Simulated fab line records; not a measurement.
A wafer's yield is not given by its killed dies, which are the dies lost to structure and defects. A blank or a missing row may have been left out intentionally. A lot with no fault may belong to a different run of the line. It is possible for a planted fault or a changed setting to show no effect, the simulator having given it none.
fab line records ; flow sfq_line
[record] lots = 7; wafers = 21; last_day = 87
route steps=325 shown M4@158 I4@163
lots with no fault: from the same line, run without faults
start_h: hours from the record's opening day to when the first of the lot's shown wafers began ; wait_h: hours from the lot's prior step to this one ; " identical to the entry in the row above ; L1.1+2: one row covering several wafers at once ; - value missing, or start not given ; * or withheld: withheld ; < > ~ a bound
route shown NAME@n: names a module that has steps shown in the file, with the first one's number in the route ; usual: average and standard deviation across the fault-free wafers ; same: alike in all rows ; chamber/n: place in a boat ; sites: readings site by site ; _std_site: how widely they spread, as a standard deviation ; _edge_site: inner sites' mean taken away from outer sites' mean ; radius_mm: how far each site lies from the wafer's centre ; mask NAME#n: copy n ; behind: the last tool/chamber to shape the wafer ; hold: the reason the lot was held/the length of the hold in hours/how it ended ; device: names the non-switching transistor (n, p or np) ; end of line: the same wafers' tests at the end of the route ; a step with no rows: only its recipe ; killed: the dies lost at the first sort to structure and to defects; this is not the yield of the wafer ; map: a wafer's dies, marking killed ones x, the rest . and places with no die _
set.NAME: the setting that was run; set.NAME@STEP: the one run at that earlier step ; model.NAME: the simulator's own value behind a step, which no gauge read
lots seen at some steps along the route; tables by step, rows by wafer
services: from which hour (start_h, from the record's first day; less than 0 if before it) a tool's chamber was out of use, for how many hours, and why
[[steps]]
[step SFQ_M4_OVL_MEAS_926]
[usual] M4_OVL = -2/5.4
lot.wafer;tool;chamber;start_h;wait_h;M4_OVL[nm]
L475.4;overlay-01;-;1217.67;0.1;1
L475.5;overlay-01;-;1217.67;0.1;-2
L475.6;overlay-01;-;1217.67;0.1;-3
L482.1;overlay-01;-;1238.15;0.1;10
L482.5;overlay-01;-;1238.15;0.1;8
L482.6;overlay-01;-;1238.15;0.1;8
L483.1;overlay-02;-;1239.35;0.1;-1
L483.2;overlay-02;-;1239.35;0.1;2
L483.6;overlay-02;-;1239.35;0.1;-5
L484.1;overlay-01;-;1257.03;0.1;-4
L484.4;overlay-01;-;1257.03;0.1;-8
L484.5;overlay-01;-;1257.03;0.1;-5
L489.4;overlay-01;-;1427.29;0.1;-1
L489.5;overlay-01;-;1427.29;0.1;-2
L489.6;overlay-01;-;1427.29;0.1;-3
L490.1;overlay-01;-;1438.07;0.1;-11
L490.3;overlay-01;-;1438.07;0.1;-9
L490.4;overlay-01;-;1438.07;0.1;-14
L491.1;overlay-02;-;1554.80;0.1;-4
L491.2;overlay-02;-;1554.80;0.1;-1
L491.4;overlay-02;-;1554.80;0.1;-2
[step SFQ_TRILAYER_M4_BARC_OPEN_METAL_ETCH_123]
[recipe] mask_material = PR; chemistry = O2; target_depth_nm = 125; target = BARC; icp_w = 600; bias_w = 80; pressure_mtorr = 10; time_s = 41.7
[step SFQ_TRILAYER_M4_ETCH_METAL_ETCH_096]
[recipe] target = Nb; stop_on = SiO2; mask_material = PR; chemistry = Cl2/Ar; target_depth_nm = 240; icp_w = 600; bias_w = 80; pressure_mtorr = 10; time_s = 120
[usual] chamber_pressure_mTorr = 9.999/0.0091; drypump_motor_current_A = 5.86/0.27; oes_product_au = 0.894/0.007
lot.wafer;tool;chamber;start_h;wait_h;chamber_pressure_mTorr;drypump_motor_current_A;oes_product_au;rf_hours_counter_h
L475.4;rie_metal-03;1;1217.79;0.1;9.991;6.08;0.900;-
L475.5;rie_metal-03;0;1217.79;0.1;9.981;5.53;0.896;-
L475.6;rie_metal-03;1;1217.79;0.1;10.013;6.08;0.905;-
L482.1;rie_metal-01;0;1238.25;0.0;10.006;5.70;0.894;81
L482.5;rie_metal-01;0;1238.25;0.0;10.008;5.67;0.899;-
L482.6;rie_metal-01;1;1238.25;0.0;9.987;5.97;0.891;-
L483.1;rie_metal-03;1;1239.45;0.0;10.014;6.07;0.873;141
L483.2;rie_metal-03;0;1239.45;0.0;10.013;5.58;0.884;13
L483.6;rie_metal-03;1;1239.45;0.0;10.008;6.07;0.891;-
L484.1;rie_metal-02;0;1257.12;0.0;9.990;5.58;0.890;123
L484.4;rie_metal-02;0;1257.12;0.0;9.999;5.57;0.883;-
L484.5;rie_metal-02;0;1257.12;0.0;10.001;5.59;0.893;-
L489.4;rie_metal-01;1;1427.41;0.1;10.007;5.98;0.891;-
L489.5;rie_metal-01;1;1427.41;0.1;9.996;5.96;0.901;-
L489.6;rie_metal-01;0;1427.41;0.1;10.005;5.67;0.899;-
L490.1;rie_metal-03;0;1438.17;0.0;10.008;5.58;0.904;40
L490.3;rie_metal-03;0;1438.17;0.0;10.013;5.62;0.902;-
L490.4;rie_metal-03;1;1438.17;0.0;10.008;6.13;0.903;-
L491.1;rie_metal-01;0;1554.89;0.0;9.991;5.69;0.899;6
L491.2;rie_metal-01;1;1554.89;0.0;9.998;5.94;0.907;113
L491.4;rie_metal-01;0;1554.89;0.0;9.979;5.69;0.904;-
[step SFQ_TRILAYER_M4_STRIP_STRIP_097]
[recipe] gas = O2; power_w = 200; platen_temp_c = 40; overash_fraction = 0.65; chemistry = O2; pressure_mtorr = 50
[usual] chamber_pressure_mTorr = 50.01/0.042; drypump_motor_current_A = 5.87/0.28; oes_product_au = 1.002/0.0077
lot.wafer;tool;chamber;start_h;wait_h;chamber_pressure_mTorr;drypump_motor_current_A;oes_product_au;rf_hours_counter_h
L475.4;rie_metal-03;1;1218.07;0.2;49.99;6.14;1.010;-
L475.5;rie_metal-03;0;1218.07;0.2;50.02;5.56;1.011;-
L475.6;rie_metal-03;1;1218.07;0.2;49.98;6.11;1.013;-
L482.1;rie_metal-01;0;1238.37;0.1;49.93;5.65;1.000;81
L482.5;rie_metal-01;0;1238.37;0.1;50.02;5.64;1.014;-
L482.6;rie_metal-01;1;1238.37;0.1;50.03;5.96;0.998;-
L483.1;rie_metal-03;1;1239.57;0.1;50.04;6.13;0.995;141
L483.2;rie_metal-03;0;1239.57;0.1;50.02;5.56;0.989;13
L483.6;rie_metal-03;1;1239.57;0.1;49.94;6.09;1.006;-
L484.1;rie_metal-02;0;1257.25;0.1;50.06;5.61;1.006;123
L484.4;rie_metal-02;0;1257.25;0.1;50.03;5.59;0.996;-
L484.5;rie_metal-02;0;1257.25;0.1;50.07;5.61;0.991;-
L489.4;rie_metal-01;1;1427.69;0.2;50.00;5.97;1.007;-
L489.5;rie_metal-01;1;1427.69;0.2;50.01;5.95;1.007;-
L489.6;rie_metal-01;0;1427.69;0.2;50.00;5.65;0.999;-
L490.1;rie_metal-03;0;1438.29;0.1;50.03;5.59;0.987;40
L490.3;rie_metal-03;0;1438.29;0.1;50.07;5.56;0.991;-
L490.4;rie_metal-03;1;1438.29;0.1;50.11;6.08;0.994;-
L491.1;rie_metal-01;0;1555.02;0.1;50.05;5.65;0.997;6
L491.2;rie_metal-01;1;1555.02;0.1;50.04;5.96;1.003;114
L491.4;rie_metal-01;0;1555.02;0.1;50.12;5.67;0.983;-
[step SFQ_TRILAYER_M4_STRIP_SOLV_CLEAN_098]
[recipe] chemistry = NMP; temp_c = 70; time_s = 600
[step SFQ_TRILAYER_I4_DEP_PECVD_099]
[recipe] material = SiO2; temp_c = 150; time_s = 111.11; pressure_torr = 2.4; rf_w = 183.3; precursor = SiH4/N2O; target_thk_nm = 500
[usual] heater_power_w = 81/21; susceptor_temp_C = 150.00/0.14; throttle_valve_pct = 25.1/0.91
lot.wafer;tool;chamber;start_h;wait_h;heater_power_w;susceptor_temp_C;throttle_valve_pct
L475.4;pecvd-03;1;1218.69;0.0;74;149.97;25.3
L475.5;pecvd-03;2;1218.69;0.0;91;149.91;24.1
L475.6;pecvd-03;0;1218.69;0.0;70;150.11;25.5
L482.1;pecvd-02;1;1239.15;0.0;97;150.08;25.3
L482.5;pecvd-02;0;1239.15;0.0;105;150.06;23.7
L482.6;pecvd-02;1;1239.15;0.0;103;150.10;25.4
L483.1;pecvd-04;0;1240.35;0.0;83;149.98;24.9
L483.2;pecvd-04;1;1240.35;0.0;83;150.05;26.9
L483.6;pecvd-04;2;1240.35;0.0;84;150.08;25.1
L484.1;pecvd-02;0;1258.02;0.0;102;150.01;23.7
L484.4;pecvd-02;2;1258.02;0.0;33;150.23;26.0
L484.5;pecvd-02;0;1258.02;0.0;108;150.03;23.9
L489.4;pecvd-03;0;1428.31;0.0;68;150.12;24.1
L489.5;pecvd-03;1;1428.31;0.0;89;150.01;23.8
L489.6;pecvd-03;2;1428.31;0.0;87;149.76;22.9
L490.1;pecvd-04;1;1439.07;0.0;74;150.02;26.7
L490.3;pecvd-04;2;1439.07;0.0;80;150.12;25.5
L490.4;pecvd-04;2;1439.07;0.0;81;150.21;24.9
L491.1;pecvd-03;1;1555.97;0.0;89;149.89;23.9
L491.2;pecvd-03;2;1555.97;0.0;77;149.69;23.2
L491.4;pecvd-03;2;1555.97;0.0;85;149.77;23.2
[step SFQ_TRILAYER_I4_CMP_CMP_100]
[recipe] material = SiO2; down_force_psi = 3; platen_rpm = 60; pad_velocity_m_s = 0.94248
[step SFQ_I4_BOW_MEAS_927]
[recipe] mode = bow
[usual] I4_BOW = 3/8.4
lot.wafer;tool;chamber;start_h;wait_h;I4_BOW[um]
L475.4;film_metro-03;-;1221.79;2.6;5
L475.5;film_metro-03;-;1221.79;2.6;5
L475.6;film_metro-03;-;1221.79;2.6;-3
L482.1;film_metro-01;-;1244.80;2.0;13
L482.5;film_metro-01;-;1244.80;2.0;16
L482.6;film_metro-01;-;1244.80;2.0;-5
L483.1;film_metro-03;-;1245.84;2.0;16
L483.2;film_metro-03;-;1245.84;2.0;13
L483.6;film_metro-03;-;1245.84;2.0;2
L484.1;film_metro-01;-;1261.10;2.0;3
L484.4;film_metro-01;-;1261.10;2.0;12
L484.5;film_metro-01;-;1261.10;2.0;4
L489.4;film_metro-02;-;1431.41;2.6;-2
L489.5;film_metro-02;-;1431.41;2.6;-15
L489.6;film_metro-02;-;1431.41;2.6;-14
L490.1;film_metro-01;-;1444.35;1.0;8
L490.3;film_metro-01;-;1444.35;1.0;6
L490.4;film_metro-01;-;1444.35;1.0;7
L491.1;film_metro-01;-;1561.58;2.5;-7
L491.2;film_metro-01;-;1561.58;2.5;4
L491.4;film_metro-01;-;1561.58;2.5;-7
[step SFQ_TRILAYER_I4_METRO_MEASURE_101]
[usual] thk_nm = 199.5/0.9
lot.wafer;tool;chamber;start_h;wait_h;thk_nm
L475.4;film_metro-03;-;1222.45;0.6;200.1
L475.5;film_metro-03;-;1222.45;0.6;200.0
L475.6;film_metro-03;-;1222.45;0.6;199.9
L482.1;film_metro-01;-;1244.92;0.1;200.9
L482.5;film_metro-01;-;1244.92;0.1;200.0
L482.6;film_metro-01;-;1244.92;0.1;200.2
L483.1;film_metro-03;-;1245.96;0.1;199.5
L483.2;film_metro-03;-;1245.96;0.1;199.4
L483.6;film_metro-03;-;1245.96;0.1;198.9
L484.1;film_metro-01;-;1261.22;0.1;198.9
L484.4;film_metro-01;-;1261.22;0.1;200.6
L484.5;film_metro-01;-;1261.22;0.1;198.9
L489.4;film_metro-02;-;1432.07;0.6;199.8
L489.5;film_metro-02;-;1432.07;0.6;199.0
L489.6;film_metro-02;-;1432.07;0.6;198.1
L490.1;film_metro-01;-;1444.47;0.1;199.9
L490.3;film_metro-01;-;1444.47;0.1;199.1
L490.4;film_metro-01;-;1444.47;0.1;199.8
L491.1;film_metro-01;-;1561.70;0.1;198.9
L491.2;film_metro-01;-;1561.70;0.1;198.9
L491.4;film_metro-01;-;1561.70;0.1;198.0
[step SFQ_TRILAYER_I4_VIA_LITHO_COAT_108]
[recipe] resist = BARC; spin_rpm = 3000; resist_thk_nm = 62
[step SFQ_TRILAYER_I4_VIA_LITHO_COAT_103]
[recipe] resist = KrF; spin_rpm = 3000; resist_thk_nm = 650
[step SFQ_TRILAYER_I4_VIA_LITHO_SOFTBAKE_107]
[recipe] temp_c = withheld; time_s = withheld; resist = KrF
[step SFQ_TRILAYER_I4_VIA_LITHO_EXPOSE_104]
[recipe] mask_id = I4; na = 0.6; source_shape = conventional; sigma_outer = 0.65; target_cd_nm = 700; dose_mj = 21.3
lot.wafer;tool;chamber;start_h;wait_h;mask
L475.4+5+6;krf_scanner-02;0;1224.40;-;I4#0
L482.1+5+6;krf_scanner-01;0;1253.13;-;I4#0
L483.1+2+6;krf_scanner-01;0;1254.33;-;I4#0
L484.1+4+5;krf_scanner-01;0;1263.32;-;I4#0
L489.4+5+6;krf_scanner-01;0;1436.46;-;I4#0
L490.1+3+4;krf_scanner-01;0;1455.48;-;I4#0
L491.1+2+4;krf_scanner-01;0;1689.21;-;I4#0
[step SFQ_TRILAYER_I4_VIA_LITHO_PEB_106]
[recipe] peb_temp_c = 115; peb_time_s = 60; resist = KrF
[step SFQ_TRILAYER_I4_VIA_LITHO_DEVELOP_105]
[recipe] time_s = 60; resist = KrF
[step SFQ_I4_OVL_MEAS_928]
[usual] I4_OVL = 4/5.2
lot.wafer;tool;chamber;start_h;wait_h;I4_OVL[nm]
L475.4;overlay-01;-;1225.32;0.1;-5
L475.5;overlay-01;-;1225.32;0.1;0
L475.6;overlay-01;-;1225.32;0.1;-3
L482.1;overlay-01;-;1254.63;0.1;11
L482.5;overlay-01;-;1254.63;0.1;10
L482.6;overlay-01;-;1254.63;0.1;14
L483.1;overlay-01;-;1255.83;0.1;5
L483.2;overlay-01;-;1255.83;0.1;8
L483.6;overlay-01;-;1255.83;0.1;6
L484.1;overlay-01;-;1264.82;0.1;0
L484.4;overlay-01;-;1264.82;0.1;3
L484.5;overlay-01;-;1264.82;0.1;1
L489.4;overlay-02;-;1437.37;0.1;0
L489.5;overlay-02;-;1437.37;0.1;-2
L489.6;overlay-02;-;1437.37;0.1;-2
L490.1;overlay-01;-;1456.98;0.1;6
L490.3;overlay-01;-;1456.98;0.1;6
L490.4;overlay-01;-;1456.98;0.1;5
L491.1;overlay-02;-;1690.71;0.1;4
L491.2;overlay-02;-;1690.71;0.1;5
L491.4;overlay-02;-;1690.71;0.1;6
[step SFQ_TRILAYER_I4_VIA_BARC_OPEN_VIA_ETCH_146]
[recipe] mask_material = PR; chemistry = O2; target_depth_nm = 125; target = BARC; source_w = 500; bias_w = 80; pressure_mtorr = 30; time_s = 41.7
[usual] chamber_pressure_mTorr = 29.99/0.058; drypump_motor_current_A = 5.8/0.4; oes_product_au = 0.686/0.0046
lot.wafer;tool;chamber;start_h;wait_h;chamber_pressure_mTorr;drypump_motor_current_A;oes_product_au;rf_hours_counter_h;model.I4.cd_nm
L475.4;rie_diel-01;1;1225.33;0.0;30.01;5.2;0.692;1;699.3
L475.5;rie_diel-01;3;1225.33;0.0;29.99;5.4;0.685;-;700.1
L475.6;rie_diel-01;2;1225.33;0.0;30.06;6.4;0.677;-;698.5
L482.1;rie_diel-01;0;1254.67;0.0;30.01;5.6;0.690;12;708.4
L482.5;rie_diel-01;3;1254.67;0.0;30.01;5.4;0.686;-;709.4
L482.6;rie_diel-01;0;1254.67;0.0;29.96;5.6;0.684;-;712.2
L483.1;rie_diel-02;2;1255.87;0.0;29.96;6.5;0.689;10;703
L483.2;rie_diel-02;1;1255.87;0.0;30.00;5.9;0.686;13;705.6
L483.6;rie_diel-02;3;1255.87;0.0;29.97;5.1;0.682;-;707.8
L484.1;rie_diel-04;2;1264.86;0.0;30.03;6.2;0.687;11;706.6
L484.4;rie_diel-04;0;1264.86;0.0;29.96;5.9;0.683;16;700.3
L484.5;rie_diel-04;0;1264.86;0.0;30.01;5.9;0.683;-;705.6
L489.4;rie_diel-04;3;1437.41;0.0;30.03;5.8;0.685;-;700.7
L489.5;rie_diel-04;0;1437.41;0.0;30.00;5.8;0.682;-;700.5
L489.6;rie_diel-04;1;1437.41;0.0;29.97;6.2;0.686;-;700.5
L490.1;rie_diel-01;2;1457.01;0.0;29.99;6.4;0.683;0;697.5
L490.3;rie_diel-01;0;1457.01;0.0;30.01;5.6;0.675;17;699.7
L490.4;rie_diel-01;0;1457.01;0.0;30.01;5.6;0.695;-;700.1
L491.1;rie_diel-04;0;1690.74;0.0;29.99;5.8;0.696;2;700.1
L491.2;rie_diel-04;0;1690.74;0.0;30.00;5.8;0.689;-;698.7
L491.4;rie_diel-04;0;1690.74;0.0;30.04;5.8;0.685;-;701
[step SFQ_TRILAYER_I4_VIA_ETCH_VIA_ETCH_106]
[recipe] target = SiO2; stop_on = Nb; mask_material = PR; taper_deg = 20; chemistry = CHF3; target_depth_nm = 260; source_w = 500; bias_w = 80; pressure_mtorr = 30; time_s = withheld
[usual] chamber_pressure_mTorr = 29.999/0.028; drypump_motor_current_A = 5.8/0.4; oes_product_au = 0.853/0.0049
lot.wafer;tool;chamber;start_h;wait_h;chamber_pressure_mTorr;drypump_motor_current_A;oes_product_au;model.I4.cd_nm
L475.4;rie_diel-01;1;1225.37;0.0;30.000;5.2;0.858;701.9
L475.5;rie_diel-01;3;1225.37;0.0;30.014;5.4;0.849;701.2
L475.6;rie_diel-01;2;1225.37;0.0;30.061;6.4;0.857;702.9
L482.1;rie_diel-01;0;1254.70;0.0;29.986;5.6;0.847;707.9
L482.5;rie_diel-01;3;1254.70;0.0;29.939;5.4;0.860;710.3
L482.6;rie_diel-01;0;1254.70;0.0;30.022;5.6;0.854;711.9
L483.1;rie_diel-02;2;1255.90;0.0;29.969;6.5;0.852;704.9
L483.2;rie_diel-02;1;1255.90;0.0;29.989;5.8;0.852;707.4
L483.6;rie_diel-02;3;1255.90;0.0;29.966;5.1;0.853;706.7
L484.1;rie_diel-04;2;1264.90;0.0;30.028;6.2;0.848;706
L484.4;rie_diel-04;0;1264.90;0.0;30.029;5.8;0.855;701.2
L484.5;rie_diel-04;0;1264.90;0.0;29.993;5.8;0.852;707.1
L489.4;rie_diel-04;3;1437.49;0.1;29.978;5.8;0.852;698.4
L489.5;rie_diel-04;0;1437.49;0.1;29.980;5.9;0.854;698.7
L489.6;rie_diel-04;1;1437.49;0.1;29.972;6.2;0.846;699.8
L490.1;rie_diel-01;2;1457.05;0.0;29.985;6.3;0.857;699.3
L490.3;rie_diel-01;0;1457.05;0.0;30.005;5.6;0.860;698.6
L490.4;rie_diel-01;0;1457.05;0.0;30.035;5.6;0.856;699.6
L491.1;rie_diel-04;0;1690.86;0.1;29.988;5.8;0.855;700.4
L491.2;rie_diel-04;0;1690.86;0.1;30.013;5.8;0.859;699.2
L491.4;rie_diel-04;0;1690.86;0.1;29.963;5.8;0.846;700.8
[step SFQ_TRILAYER_I4_VIA_STRIP_STRIP_107]
[recipe] gas = O2; power_w = 200; platen_temp_c = 40; overash_fraction = 0.65; chemistry = O2; pressure_mtorr = 50
[usual] chamber_pressure_mTorr = 50.00/0.047; drypump_motor_current_A = 5.8/0.39; oes_product_au = 0.999/0.008
lot.wafer;tool;chamber;start_h;wait_h;chamber_pressure_mTorr;drypump_motor_current_A;oes_product_au;rf_hours_counter_h
L475.4;rie_metal-01;0;1225.69;-;50.09;5.7;0.991;-
L475.5;rie_metal-01;0;1225.69;-;50.07;5.7;1.003;-
L475.6;rie_metal-01;1;1225.69;-;50.03;6.0;1.003;-
L482.1;rie_metal-02;1;1254.82;-;49.95;6.5;1.010;1
L482.5;rie_metal-02;0;1254.82;-;50.07;5.6;1.004;-
L482.6;rie_metal-02;1;1254.82;-;49.99;6.5;1.008;-
L483.1;rie_metal-04;1;1256.02;-;49.99;5.3;0.991;117
L483.2;rie_metal-04;1;1256.02;-;50.00;5.4;0.997;-
L483.6;rie_metal-04;1;1256.02;-;50.06;5.4;0.999;-
L484.1;rie_metal-01;1;1265.01;-;50.01;6.0;1.012;71
L484.4;rie_metal-01;1;1265.01;-;50.03;6.0;1.011;-
L484.5;rie_metal-01;0;1265.01;-;50.08;5.7;0.996;-
L489.4;rie_metal-04;1;1437.74;-;49.95;5.4;0.997;-
L489.5;rie_metal-04;0;1437.74;-;49.97;5.9;0.987;-
L489.6;rie_metal-04;1;1437.74;-;49.91;5.4;1.007;-
L490.1;rie_metal-02;0;1457.17;-;49.93;5.6;1.001;8
L490.3;rie_metal-02;1;1457.17;-;50.06;6.5;1.018;-
L490.4;rie_metal-02;0;1457.17;-;49.95;5.6;0.995;-
L491.1;rie_metal-04;1;1691.20;-;49.97;5.4;1.015;22
L491.2;rie_metal-04;0;1691.20;-;50.00;5.9;0.994;60
L491.4;rie_metal-04;0;1691.20;-;49.98;5.9;0.985;-
[[services]]
tool;chamber;start_h;hours;kind
krf_scanner-01;-;1196.03;0.3;repair
rie_diel-04;2;1202.78;13.9;repair
rie_diel-04;3;1210.09;4.7;repair
krf_scanner-01;-;1231.75;1.3;pm
krf_scanner-01;-;1245.18;0.8;pm
rie_metal-01;0;1280.80;9.2;repair
rie_metal-01;0;1306.57;3.0;repair
krf_scanner-01;-;1318.09;38.5;repair
rie_diel-01;1;1326.05;12.9;repair
rie_diel-04;0;1330.91;11.6;repair
rie_diel-04;1;1331.34;8.9;repair
rie_diel-04;2;1344.47;9.7;repair
krf_scanner-01;-;1356.61;1.0;pm
krf_scanner-01;-;1368.90;1.7;repair
rie_metal-01;-;1369.90;2.4;repair
rie_metal-01;0;1372.09;2.0;repair
krf_scanner-01;-;1379.05;0.8;pm
rie_metal-01;1;1392.42;3.8;repair
krf_scanner-01;-;1407.36;1.3;pm
krf_scanner-01;-;1413.84;0.8;pm
rie_diel-04;-;1414.16;0.7;repair
rie_diel-04;3;1414.18;8.8;repair
rie_metal-01;-;1567.88;1.4;pm
rie_metal-01;-;1659.72;14.6;pm
[[key]]
first_sign none at tools or gauges
[model_effect] step = SFQ_TRILAYER_I4_VIA_BARC_OPEN_VIA_ETCH_146; value = I4.cd_nm; without = 699.8; struck = 706.5
[model_effect] step = SFQ_TRILAYER_I4_VIA_ETCH_VIA_ETCH_106; value = I4.cd_nm; without = 700.2; struck = 707
met_at SFQ_TRILAYER_I4_VIA_LITHO_EXPOSE_104
struck_wafers L482.1,L482.5,L482.6,L483.1,L483.2,L483.6,L484.1,L484.4,L484.5
[fault] kind = process_parameter_drift; tool = krf_scanner-01; chamber = -; onset_h = 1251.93; steps = SFQ_TRILAYER_I4_VIA_LITHO_EXPOSE_104; channel = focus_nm; offset = 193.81; spread_by_wafer = 0.3; shape = step; end_h = 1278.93
